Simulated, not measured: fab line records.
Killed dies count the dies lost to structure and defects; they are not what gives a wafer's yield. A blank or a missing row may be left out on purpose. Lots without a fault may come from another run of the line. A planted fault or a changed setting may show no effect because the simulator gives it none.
Which of the tools did it?	flow gf180mcu	42 wafers from 14 lots sampled at 4 of the route's 602 steps

WHAT THE GAUGES READ, wafer by wafer
GF_SAB_CD_MEAS_09: target cd 420 nm. Usual: cd_nm at 420.3 nm, with a standard deviation of 2.3.
lot	measured	on	cd_nm (nm)	flag
L566	day 15 12:45	cd_sem-01	420.9 422.3 421.9	
L567	day 15 18:38	cd_sem-01	419.7 417.0 419.0	
L569	day 16 19:25	cd_sem-01	423.7 424.0 421.3	
L570	day 17 04:19	cd_sem-01	418.4 420.9 418.9	
L572	day 18 00:47	cd_sem-02	419.2 418.6 421.0	
L574	day 18 12:51	cd_sem-01	419.2 420.6 422.0	
L576	day 19 12:30	cd_sem-02	423.3 422.6 422.7	
L577	day 19 16:00	cd_sem-02	422.5 423.6 422.9	
L578	day 20 02:02	cd_sem-02	424.2 424.3 423.5	
L579	day 20 09:23	cd_sem-01	422.4 422.3 422.7	
L583	day 21 20:25	cd_sem-02	419.5 420.4 421.2	
L584	day 22 04:47	cd_sem-01	419.9 421.2 418.8	
L585	day 22 12:06	cd_sem-02	416.6 418.2 417.6	
L586	day 22 20:40	cd_sem-01	416.8 416.4 418.4	

GF_SALICIDE_THK_MEAS_05: measures by xrf. Usual: for SALICIDE_TIN_THK the level is 19.80 nm and the standard deviation is 0.27.
lot	measured	on	SALICIDE_TIN_THK (nm)	flag
L566	day 15 13:31	film_metro-03	20.28 19.98 20.05	
L567	day 15 19:20	film_metro-04	19.69 19.67 19.52	
L569	day 16 20:05	film_metro-04	19.55 19.73 19.57	
L570	day 17 04:59	film_metro-01	19.68 19.39 19.58	
L572	day 18 01:27	film_metro-03	19.73 19.46 19.72	
L574	day 18 13:35	film_metro-04	19.70 19.79 19.67	
L576	day 19 13:11	film_metro-01	19.96 19.90 20.20	
L577	day 19 16:40	film_metro-03	20.00 20.26 19.84	
L578	day 20 02:42	film_metro-03	20.33 20.15 20.49	
L579	day 20 10:03	film_metro-04	20.11 20.00 19.46	
L583	day 21 21:06	film_metro-04	19.81 19.88 19.89	
L584	day 22 05:26	film_metro-04	19.83 19.83 19.58	
L585	day 22 12:47	film_metro-04	20.18 19.53 21.14 20.08 19.58 21.08	
L586	day 22 21:20	film_metro-04	21.21 19.59 19.54 21.13 19.60 19.52	

WHICH TOOL RAN EACH LOT (tool, then ch and the chambers of the sampled wafers, then the start)
lot	GF_SAB_CVD_00	GF_SALICIDE_SPUTTER_03
L566	pecvd-04 ch 0,2, day 14 15:33	pvd_sputter-04, day 15 13:22
L567	pecvd-03 ch 1,2, day 14 21:12	pvd_sputter-03, day 15 19:11
L569	pecvd-04 ch 0,1,2, day 15 21:03	pvd_sputter-04, day 16 19:56
L570	pecvd-04 ch 1,2, day 16 05:01	pvd_sputter-03, day 17 04:50
L572	pecvd-01 ch 0,1,2, day 17 01:45	pvd_sputter-03, day 18 01:17
L574	pecvd-01 ch 1,2, day 17 12:34	pvd_sputter-02, day 18 13:26
L576	pecvd-04 ch 1,2, day 18 13:00	pvd_sputter-03, day 19 13:02
L577	pecvd-01 ch 0,1,2, day 18 15:58	pvd_sputter-03, day 19 16:31
L578	pecvd-01 ch 0,2, day 19 01:32	pvd_sputter-04, day 20 02:34
L579	pecvd-01 ch 1,2, day 19 08:52	pvd_sputter-03, day 20 09:53
L583	pecvd-03 ch 0,2, day 20 20:33	pvd_sputter-02, day 21 20:56
L584	pecvd-04 ch 0,1, day 21 04:52	pvd_sputter-02, day 22 05:17
L585	pecvd-01 ch 0,1,2, day 21 12:16	pvd_sputter-03, day 22 12:38
L586	pecvd-04 ch 0,1,2, day 21 21:16	pvd_sputter-03, day 22 21:10
- GF_SAB_CVD_00: deposits SiO2 from TEOS, target thk 50 nm, time 4.9302 s.
- GF_SALICIDE_SPUTTER_03: material TiN, target thk 20 nm, time 16.7 s.

AS READ BY THE TOOLS THEMSELVES (means over the sampled wafers that have a number; for cases with no such wafer, the mark the record gives instead)
GF_SAB_CVD_00. Usual: heater_power_w at 663 W, with a standard deviation of 91.
lot	tool	heater_power_w (W)	flag
L566	pecvd-04	657	
L567	pecvd-03	692	
L569	pecvd-04	675	
L570	pecvd-04	639	
L572	pecvd-01	663	
L574	pecvd-01	639	
L576	pecvd-04	598	
L577	pecvd-01	727	
L578	pecvd-01	611	
L579	pecvd-01	702	
L583	pecvd-03	577	
L584	pecvd-04	630	
L585	pecvd-01	720	
L586	pecvd-04	646	

GF_SALICIDE_SPUTTER_03. Usual: throttle_valve_pct at 30.5 %, with a standard deviation of 0.95.
lot	tool	throttle_valve_pct (%)	flag
L566	pvd_sputter-04	30.5	
L567	pvd_sputter-03	30.4	
L569	pvd_sputter-04	29.2	
L570	pvd_sputter-03	30.5	
L572	pvd_sputter-03	30.5	
L574	pvd_sputter-02	29.9	
L576	pvd_sputter-03	30.8	
L577	pvd_sputter-03	30.7	
L578	pvd_sputter-04	30.7	
L579	pvd_sputter-03	30.8	
L583	pvd_sputter-02	29.5	
L584	pvd_sputter-02	29.8	
L585	pvd_sputter-03	30.7	
L586	pvd_sputter-03	30.8	

THE ANSWER, worked out from the rows above alone
Rule: lot off if the mean of its wafers having a number is beyond 3 standard deviations from the usual mean. A lot without any number at a reading at which 4 lots or more have one is off too. All remaining lots with rows at the step are treated as sound. The gauges are gone through in route order, then the tools' own readings, and for those a lot's mean is taken as printed above. The first step at which some lot is off is used, and at that step the reading that is off furthest; a lot without a number counts as furthest.
Across all readings shown, no lot is off: no conclusion can be drawn from this.

WHAT THE SIMULATOR HAD PUT IN
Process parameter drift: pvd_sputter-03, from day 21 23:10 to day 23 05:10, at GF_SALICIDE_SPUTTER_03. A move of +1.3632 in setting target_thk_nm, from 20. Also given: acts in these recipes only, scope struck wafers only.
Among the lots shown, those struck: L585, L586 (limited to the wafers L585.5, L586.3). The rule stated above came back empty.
